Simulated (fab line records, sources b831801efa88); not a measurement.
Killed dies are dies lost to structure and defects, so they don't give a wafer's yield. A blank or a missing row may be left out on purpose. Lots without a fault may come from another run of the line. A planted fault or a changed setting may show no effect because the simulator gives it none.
One fault seen from 2 desks | flow gf180mcu | each desk has only its own numbers; what lay behind them comes last

THE METROLOGY DESK
What the gauges read, lot by lot, whatever tool the lot ran on: means of the sampled wafers that have a number. A lot is out of limits, marked OUT, if its mean lies more than 4 standard deviations from the usual mean; the brackets give that distance.
Columns: A = HV_LDD_2_TW at GF_HV_LDD_TW_MEAS_23, usual 1064; B = HV_LDD_CVD_56_THK at GF_HV_LDD_THK_MEAS_57, usual 90.0 nm; C = NSD_RS at GF_PSD_RS_MEAS_14, usual 46.12 ohm/sq
lot  | first seen here | A    | B    | C
L654 | day 10 19:25    | 1076 | 89.2 | 46.12
L656 | day 11 09:10    | 1072 | 90.4 | 46.06
L657 | day 11 13:04    | 1058 | 90.8 | 45.99
L658 | day 12 01:07    | 1056 | 90.2 | 46.20
L660 | day 12 13:02    | 1074 | 89.9 | 46.24
L662 | day 13 12:55    | 1057 | 91.1 | 46.06
L663 | day 13 15:50    | 1064 | 89.2 | 46.10
L666 | day 14 18:34    | 1056 | 89.9 | 46.12
L667 | day 14 20:16    | 1059 | 89.7 | 46.05
L668 | day 15 04:55    | 1056 | 89.5 | 46.14
L669 | day 15 09:43    | 1055 | 89.2 | 46.27
L673 | day 16 21:50    | 1063 | 88.1 | 44.76 (-16) OUT
This desk's finding: out of limits on L673; first on L673, day 21 00:53 (NSD_RS at GF_PSD_RS_MEAS_14). In limits: L654, L656, L657, L658, L660, L662, L663, L666, L667, L668, L669.

THE TOOL OWNER'S DESK: implanter-03
The tool's own readings at GF_NSD_IMPLANT_09: means of the sampled wafers that have a number, for each lot that ran on this tool. A lot is out of limits, marked OUT, if its mean lies more than 4 standard deviations from the usual mean; the brackets give that distance.
Columns: A = beam_on_s at GF_NSD_IMPLANT_09, usual 17.5 s; B = faraday_current_uA at GF_NSD_IMPLANT_09, usual 12521
lot  | first seen here | A               | B
L654 | day 13 08:28    | 16.6            | 13112
L657 | day 14 04:34    | 16.8            | 12995
L668 | day 18 05:10    | 16.5            | 13275
L669 | day 18 10:04    | 16.8            | 12994
L673 | day 20 00:14    | 22.3 (+4.4) OUT | 9869
This desk's finding: out of limits on L673; first on L673, day 20 00:14 (beam_on_s at GF_NSD_IMPLANT_09). In limits: L654, L657, L668, L669.

PUT TOGETHER
The tool owner's desk could have raised an alarm at day 20 00:14, on L673.
The metrology desk could have raised an alarm at day 21 00:53, on L673.
Of the lots named, all ran GF_NSD_IMPLANT_09 on implanter-03.

WHAT THE SIMULATOR HAD PUT IN
Process parameter drift: implanter-03, from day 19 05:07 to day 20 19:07, at GF_NSD_IMPLANT_09. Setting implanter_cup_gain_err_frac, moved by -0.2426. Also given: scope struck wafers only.
Lots struck among those shown: L673.
Hours from the fault's start to each desk's first reading out of limits: the tool owner's desk, 19; the metrology desk, 44.
